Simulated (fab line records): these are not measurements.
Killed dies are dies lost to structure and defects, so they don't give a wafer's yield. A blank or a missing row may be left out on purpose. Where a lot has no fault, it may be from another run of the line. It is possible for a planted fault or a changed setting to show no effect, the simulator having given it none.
Comparing a struck lot with a sound one ; flow gf180mcu ; 14 out of 602 route steps
Sound: the wafers L571.4, L571.5, L571.6. Wafers L561.1, L561.2, L561.6 were the ones struck. At the end, the cause is stated.
For every step that has rows: the tool of each side, followed by ch and its chambers, followed by its first start. Under that, the readings that differ: sound wafers ; struck wafers ; difference of the means ; sigmas: that difference in standard deviations of wafers without a fault.
alike: readings whose means differ by less than 2 such deviations, and words and numbers that are the same on both sides. not compared: withheld readings, readings that some wafer has no value for, bounds like >300 that may hide the same value, and numbers for which the record gives no deviation and whose values overlap.
Wherever a step has rows on one side only, a row that says differs or no value, or a row with sigmas, the two part there. Numbers that don't overlap but have no deviation are shown without sigmas and don't part them. A reading that every wafer of one side lacks parts them only if that side has two wafers or more.

GF_M1_SPUTTER_00: material Ti, target thk 37.5 nm, time 150 s.
  sound on pvd_sputter-01, day 21 22:25; struck on pvd_sputter-04, day 18 07:55
  alike: throttle_valve_pct
GF_M1_SPUTTER_01: material TiN, target thk 30 nm, time 25 s.
  sound on pvd_sputter-01, day 21 22:31; struck on pvd_sputter-04, day 18 08:01
  alike: throttle_valve_pct
GF_M1_SPUTTER_02: material AlCu, target thk 450 nm, time 23.9 s.
  sound on pvd_sputter-01, day 21 22:33; struck on pvd_sputter-04, day 18 08:03
  alike: throttle_valve_pct
GF_M1_SPUTTER_03: material Ti, target thk 10 nm, time 6.7 s.
  sound on pvd_sputter-01, day 21 22:35; struck on pvd_sputter-04, day 18 08:05
  alike: throttle_valve_pct
GF_M1_SPUTTER_04: material TiN, target thk 50 nm, time 41.7 s.
  sound on pvd_sputter-01, day 21 22:36; struck on pvd_sputter-04, day 18 08:06
  alike: throttle_valve_pct
GF_M1_RS_MEAS_05: measures by four-point-probe.
  sound on film_metro-04, day 21 22:42; struck on film_metro-02, day 18 08:08
  alike: M1_ALCU_RS
GF_M1_THK_MEAS_06: measures by xrf.
  sound on film_metro-04, day 21 22:47; struck on film_metro-02, day 18 08:16
  alike: M1_ALCU_THK
then, 5 steps without rows for these wafers: GF_M1_DEHYDRATE_07 (time 60 s); GF_M1_HMDS_08 (prime time 60 s); GF_M1_COAT_09 (resist thk 1000 nm); GF_M1_SOFTBAKE_10 (time 60 s); GF_M1_EXPOSE_11 (exposes mask Metal1, target cd 230 nm).
GF_M1_PEB_12: peb time 90 s.
  sound on litho_track-02 ch 0, day 22 21:08; struck on litho_track-01, day 19 07:18
  no value came back on the struck wafers for chill_plate_temp_C (C), exhaust_pa (Pa); on the sound wafers chill_plate_temp_C (C) reads 22.98 22.96 23.01
then, 1 step without rows for these wafers: GF_M1_DEVELOP_13 (develop time 60 s).

WHERE THEY PART
At GF_M1_PEB_12 and nowhere else, as far as this record goes.

WHY: whatever the simulator had introduced
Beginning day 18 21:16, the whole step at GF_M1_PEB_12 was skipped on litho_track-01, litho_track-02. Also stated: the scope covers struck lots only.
